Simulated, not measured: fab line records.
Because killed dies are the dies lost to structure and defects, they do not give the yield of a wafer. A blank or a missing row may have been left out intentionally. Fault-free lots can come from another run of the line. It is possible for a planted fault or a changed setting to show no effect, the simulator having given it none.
What tool caused it?    flow gf180mcu    24 lots, 72 wafers sampled, at 4 steps of a route of 602

== WHAT EACH GAUGE READ, for each wafer ==
GF_V1_OVL_MEAS_15.
lot   measured      on          V1_OVL (nm)
L074  day 18 05:56  overlay-02  6 6 2
L075  day 18 17:03  overlay-02  -6 -7 3
L076  day 18 18:43  overlay-02  0 2 5
L077  day 19 04:24  overlay-01  -3 1 -4
L078  day 19 16:46  overlay-01  9 6 -1
L079  day 20 03:46  overlay-02  2 4 0
L080  day 20 12:31  overlay-02  3 -3 0
L081  day 20 19:04  overlay-02  4 3 0
L082  day 21 08:02  overlay-02  13 10 11
L083  day 21 13:55  overlay-02  16 5 7
L084  day 21 22:39  overlay-02  11 9 7
L085  day 22 03:11  overlay-01  -3 -2 1
L086  day 22 17:11  overlay-02  5 8 1
L087  day 22 19:09  overlay-01  -4 12 4
L088  day 23 16:10  overlay-01  8 1 4
L089  day 23 17:38  overlay-02  2 1 3
L090  day 24 01:21  overlay-02  10 8 7
L091  day 24 05:06  overlay-02  12 8 9
L092  day 24 10:52  overlay-01  1 -8 4
L093  day 24 20:25  overlay-02  0 3 1
L094  day 25 06:28  overlay-01  1 -1 -2
L095  day 25 12:42  overlay-02  -2 -2 2
L096  day 25 15:49  overlay-02  2 1 -3
L097  day 26 00:43  overlay-01  -1 0 -3

GF_V3_RS_MEAS_24: measurement is done with a four-point probe.
lot   measured      on             V3_W_RS (ohm/sq)
L074  day 22 11:39  film metro-03  0.323 0.326 0.320
L075  day 22 22:55  film metro-02  0.324 0.324 0.326
L076  day 23 00:15  film metro-02  0.320 0.319 0.326
L077  day 23 09:23  film metro-04  0.323 0.329 0.323
L078  day 23 20:00  film metro-04  0.324 0.325 0.328
L079  day 24 07:29  film metro-04  0.325 0.327 0.325
L080  day 24 16:03  film metro-02  0.329 0.321 0.319
L081  day 24 21:05  film metro-03  0.327 0.329 0.329
L082  day 25 09:51  film metro-04  0.331 0.330 0.326
L083  day 25 15:04  film metro-02  0.330 0.329 0.332
L084  day 25 23:16  film metro-04  0.323 0.329 0.327
L085  day 26 02:47  film metro-03  0.327 0.324 0.324
L086  day 26 16:19  film metro-04  0.327 0.331 0.328
L087  day 26 17:56  film metro-04  0.332 0.328 0.330
L088  day 27 13:44  film metro-03  0.325 0.328 0.331
L089  day 27 17:49  film metro-02  0.328 0.330 0.326
L090  day 27 22:05  film metro-04  0.323 0.328 0.326
L091  day 28 00:27  film metro-02  0.330 0.328 0.321
L092  day 28 06:05  film metro-03  0.327 0.323 0.326
L093  day 28 14:23  film metro-02  0.324 0.330 0.325
L094  day 28 22:48  film metro-02  0.329 0.323 0.323
L095  day 29 04:31  film metro-03  0.328 0.332 0.327
L096  day 29 07:56  film metro-04  0.327 0.324 0.325
L097  day 29 14:11  film metro-04  0.318 0.328 0.323

== WHAT TOOL EACH LOT RAN ON (gives the tool, then ch and the chambers of the sampled wafers, and finally the start) ==
lot   GF_CONTACT_STRIP_18                   GF_M2_SPUTTER_02
L074  plasma asher-02 ch 0,1, day 16 06:51  pvd sputter-02, day 18 07:33
L075  plasma asher-01 ch 0,1, day 16 16:35  pvd sputter-02, day 18 18:34
L076  plasma asher-01 ch 0,1, day 16 17:38  pvd sputter-02, day 18 20:14
L077  plasma asher-01 ch 0,1, day 17 02:55  pvd sputter-02, day 19 05:56
L078  plasma asher-03 ch 0,1, day 17 13:45  pvd sputter-04, day 19 18:17
L079  plasma asher-01 ch 1, day 18 01:46    pvd sputter-04, day 20 05:17
L080  plasma asher-03 ch 0,1, day 18 10:30  pvd sputter-02, day 20 14:02
L081  plasma asher-01 ch 0,1, day 18 16:53  pvd sputter-02, day 20 20:35
L082  plasma asher-02 ch 0,1, day 19 05:54  pvd sputter-02, day 21 09:34
L083  plasma asher-02 ch 0,1, day 19 12:28  pvd sputter-04, day 21 15:31
L084  plasma asher-01 ch 0,1, day 19 21:03  pvd sputter-04, day 22 00:17
L085  plasma asher-01 ch 0,1, day 20 01:17  pvd sputter-04, day 22 05:08
L086  plasma asher-03 ch 0,1, day 20 14:36  pvd sputter-02, day 22 18:49
L087  plasma asher-01 ch 0,1, day 20 17:54  pvd sputter-02, day 22 20:47
L088  plasma asher-02 ch 0,1, day 21 15:09  pvd sputter-04, day 23 17:47
L089  plasma asher-02 ch 0,1, day 21 16:42  pvd sputter-01, day 23 19:24
L090  plasma asher-03 ch 0, day 22 01:36    pvd sputter-01, day 24 03:26
L091  plasma asher-01 ch 0,1, day 22 05:44  pvd sputter-01, day 24 07:05
L092  plasma asher-01 ch 0,1, day 22 10:54  pvd sputter-01, day 24 12:36
L093  plasma asher-01 ch 0, day 22 20:08    pvd sputter-01, day 24 22:33
L094  plasma asher-02 ch 0,1, day 23 07:57  pvd sputter-01, day 25 08:19
L095  plasma asher-01 ch 1, day 23 12:21    pvd sputter-01, day 25 14:14
L096  plasma asher-02 ch 0,1, day 23 18:09  pvd sputter-01, day 25 17:20
L097  plasma asher-03 ch 0,1, day 24 03:09  pvd sputter-02, day 26 02:16
- GF_CONTACT_STRIP_18: strips in O2/N2.
- GF_M2_SPUTTER_02: material AlCu, target thk 450 nm, time 23.9 s.

== WHAT THE TOOLS THEMSELVES READ (means of the sampled wafers that have a number; where no wafer has one, the mark that the record gives instead) ==
GF_CONTACT_STRIP_18.
lot   tool             drypump motor current A (A)  heater power w (W)  oes product au (a.u.)
L074  plasma asher-02  5.7                          298                 0.580
L075  plasma asher-01  5.4                          334                 0.584
L076  plasma asher-01  5.4                          330                 0.582
L077  plasma asher-01  5.6                          349                 0.579
L078  plasma asher-03  6.0                          301                 0.580
L079  plasma asher-01  5.7                          355                 0.576
L080  plasma asher-03  5.8                          296                 0.581
L081  plasma asher-01  5.4                          335                 0.581
L082  plasma asher-02  5.3                          300                 0.574
L083  plasma asher-02  5.7                          306                 0.581
L084  plasma asher-01  5.4                          334                 0.581
L085  plasma asher-01  5.4                          330                 0.580
L086  plasma asher-03  5.8                          292                 0.577
L087  plasma asher-01  5.5                          348                 0.578
L088  plasma asher-02  5.7                          301                 0.575
L089  plasma asher-02  5.7                          305                 0.576
L090  plasma asher-03  5.6                          289                 0.578
L091  plasma asher-01  5.4                          341                 0.585
L092  plasma asher-01  5.4                          332                 0.578
L093  plasma asher-01  5.3                          319                 0.578
L094  plasma asher-02  5.7                          308                 0.577
L095  plasma asher-01  5.7                          359                 0.581
L096  plasma asher-02  5.3                          300                 0.582
L097  plasma asher-03  5.8                          294                 0.573

GF_M2_SPUTTER_02.
lot   tool            throttle valve pct (%)
L074  pvd sputter-02  30.7
L075  pvd sputter-02  30.7
L076  pvd sputter-02  30.4
L077  pvd sputter-02  30.7
L078  pvd sputter-04  31.0
L079  pvd sputter-04  31.4
L080  pvd sputter-02  30.0
L081  pvd sputter-02  30.4
L082  pvd sputter-02  30.7
L083  pvd sputter-04  31.5
L084  pvd sputter-04  31.3
L085  pvd sputter-04  31.0
L086  pvd sputter-02  30.9
L087  pvd sputter-02  30.6
L088  pvd sputter-04  30.8
L089  pvd sputter-01  29.4
L090  pvd sputter-01  29.2
L091  pvd sputter-01  30.4
L092  pvd sputter-01  30.6
L093  pvd sputter-01  29.4
L094  pvd sputter-01  29.8
L095  pvd sputter-01  30.2
L096  pvd sputter-01  29.5
L097  pvd sputter-02  30.4

== THE ANSWER, worked out from the rows above alone ==
Rule: the lots themselves supply what counts as usual. The widest of any qualifying gaps counts: lots, ordered by their means at a reading, are off when they make up no more than a third of the lots, leave a main group of 4 or more, and stand apart from it by 3 or more times the standard deviation of that group's means. A main group whose means are all the same, to the digits that the tables above print for the reading, isn't used. A lot without any number at a reading at which 4 lots or more have one is off too. All remaining lots with rows at the step are treated as sound. The gauges are gone through in route order, then the tools' own readings, and for those a lot's mean is taken as printed above. At the first step where some lot is off, the reading lying furthest off is the one used; lots without a number count as furthest.
Across all readings shown, no lot is off: no conclusion can be drawn from this.

== WHAT THE SIMULATOR PUT IN ==
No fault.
